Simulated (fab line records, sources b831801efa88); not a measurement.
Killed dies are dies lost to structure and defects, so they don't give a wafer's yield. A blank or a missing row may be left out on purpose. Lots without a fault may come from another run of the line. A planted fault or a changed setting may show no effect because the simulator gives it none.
Tool commonality check | flow sky130 | 13 lots, 39 wafers sampled

WHY IT WAS OPENED
At SKY_NWELL_RS_MEAS_31 the reading PWDE_RS is flagged on 2 of 13 lots. Wafers without a fault read 5280 ohm/sq, standard deviation 17.
Rule: a lot is flagged when every wafer of it that has a number lies more than 4 standard deviations from that mean, or none has a number. The other lots count as sound.

lot  | measured     | on            | PWDE_RS (ohm/sq), wafer by wafer | flag
L398 | day 5 08:25  | film_metro-03 | 5267 5273 5279                   |
L400 | day 5 23:59  | film_metro-02 | 5265 5281 5245                   |
L401 | day 6 03:26  | film_metro-03 | 5286 5262 5283                   |
L403 | day 6 13:40  | film_metro-04 | 5275 5310 5310                   |
L405 | day 7 02:04  | film_metro-04 | 5289 5292 5279                   |
L407 | day 7 15:21  | film_metro-04 | 5265 5255 5261                   |
L408 | day 7 21:47  | film_metro-04 | 5302 5263 5291                   |
L409 | day 8 02:04  | film_metro-03 | 5281 5265 5262                   |
L410 | day 8 07:19  | film_metro-04 | 5287 5260 5276                   |
L413 | day 8 23:43  | film_metro-03 | 5294 5292 5294                   |
L415 | day 9 15:10  | film_metro-03 | 5416 5415 5403                   | FLAGGED
L417 | day 10 03:16 | film_metro-03 | 5393 5368 5396                   | FLAGGED
L418 | day 10 12:16 | film_metro-03 | 5295 5274 5272                   |
The numbers of the flagged lots are 5398 ohm/sq on average: +118 ohm/sq against the usual, or +7 standard deviations.

WHICH TOOL RAN EACH LOT
The record holds 1 process step before the reading, out of a route of 708 steps. In each cell: the tool, then ch and the chambers that the sampled wafers went through, then the start.
lot  | flag    | SKY_PWDE_IMPLANT_08
L398 |         | implanter-01 ch 0, day 3 21:32
L400 |         | implanter-04 ch 0, day 4 10:52
L401 |         | implanter-04 ch 0, day 4 14:19
L403 |         | implanter-01 ch 0, day 5 00:52
L405 |         | implanter-04 ch 0, day 5 11:30
L407 |         | implanter-04 ch 0, day 5 23:48
L408 |         | implanter-04 ch 0, day 6 05:13
L409 |         | implanter-04 ch 0, day 6 10:39
L410 |         | implanter-04 ch 0, day 6 15:29
L413 |         | implanter-01 ch 0, day 7 07:28
L415 | FLAGGED | implanter-01 ch 0, day 7 20:52
L417 | FLAGGED | implanter-01 ch 0, day 8 08:22
L418 |         | implanter-04 ch 0, day 8 15:32
What these steps do:
- SKY_PWDE_IMPLANT_08
- SKY_NWELL_RS_MEAS_31: measures by four-point-probe.

FLAGGED OVER TOTAL, TOOL BY TOOL (the gauges that took the reading come last)
step                 | tool          | lots run | flagged | share of the flagged lots | sound lots run after its first flagged lot
SKY_PWDE_IMPLANT_08  | implanter-01  | 5        | 2       | all                       | 0
SKY_PWDE_IMPLANT_08  | implanter-04  | 8        | 0       | none                      | -
SKY_NWELL_RS_MEAS_31 | film_metro-02 | 1        | 0       | none                      | -
SKY_NWELL_RS_MEAS_31 | film_metro-03 | 7        | 2       | all                       | 1 (L418)
SKY_NWELL_RS_MEAS_31 | film_metro-04 | 5        | 0       | none                      | -

WHAT THE TABLE ALLOWS
2 rows of the table ran every flagged lot: implanter-01 at SKY_PWDE_IMPLANT_08, film_metro-03 at SKY_NWELL_RS_MEAS_31.
- implanter-01 at SKY_PWDE_IMPLANT_08: 2 of its 5 lots flagged. Its last sound lot is L413 (day 7 07:28), its first flagged lot L415 (day 7 20:52): a fault that began between those two fits. Its own readings lie more than 4 standard deviations out on every wafer of the flagged lots: dose_ions_cm2.
- film_metro-03 at SKY_NWELL_RS_MEAS_31: 2 of its 7 lots flagged. Sound lots ran on it after the first flagged one (L418), which a lasting fault on the whole tool wouldn't allow.
One tool is left: implanter-01 at SKY_PWDE_IMPLANT_08.

WHAT THE SIMULATOR HAD PUT IN
Process parameter drift: implanter-01, from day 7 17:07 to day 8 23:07, at SKY_PWDE_IMPLANT_08. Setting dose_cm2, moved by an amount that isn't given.
Lots struck among those shown: L415, L417. The rule above found the same.
